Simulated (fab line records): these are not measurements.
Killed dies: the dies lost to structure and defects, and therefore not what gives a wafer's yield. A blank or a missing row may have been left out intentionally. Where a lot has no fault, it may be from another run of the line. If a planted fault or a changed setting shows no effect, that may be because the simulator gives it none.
Matching of chambers    flow sky130    SKY_FIELD_ISO_CMP_27 on cmp-02 has 4 sister chambers
The step polishes, stops on Si3N4, t overpolish 16 s, target thk 457.8 nm. 4 wafers are shown with their chamber, then 9 later ones without.

## WAFERS WITH THEIR CHAMBER
wafer   chamber  motor-current-A (A)
L742.5  1        9.3
L743.2  3        15.2
L743.4  2        12.2
L743.6  0        10.9

## WAFERS WITH NO CHAMBER GIVEN
wafer   motor-current-A (A)
L744.1  12.5
L744.2  10.6
L744.3  15.4
L745.1  15.6
L745.4  12.5
L745.5  16.0
L755.1  10.4
L755.4  16.0
L755.5  11.0

## CHAMBER TAKEN BY EACH
wafer   from the rows above      in truth
L744.1  2                        2
L744.2  0                        0
L744.3  3                        3
L745.1  3                        3
L745.4  2                        2
L745.5  3                        3
L755.1  can't be placed: 0 or 1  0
L755.4  3                        3
L755.5  0                        0
Placed correctly: 8 of 9. Not placeable from these rows: 1 (in 1, the candidates include the true chamber). 0 placed wrongly.
How it was worked out, from the rows above alone: a wafer's distance from a chamber is the root of the sum, over the readings, of the square of ((its reading less the chamber's mean) divided by the reading's scatter). The wafer belongs to the nearest chamber; if the next one is less than 2 further off, it can't be placed. For every chamber, the mean is computed from those of its wafers that are shown. The scatter (one wafer shown for each chamber): square how far every hidden wafer sits from the nearest shown wafer, average those squares and take the square root.
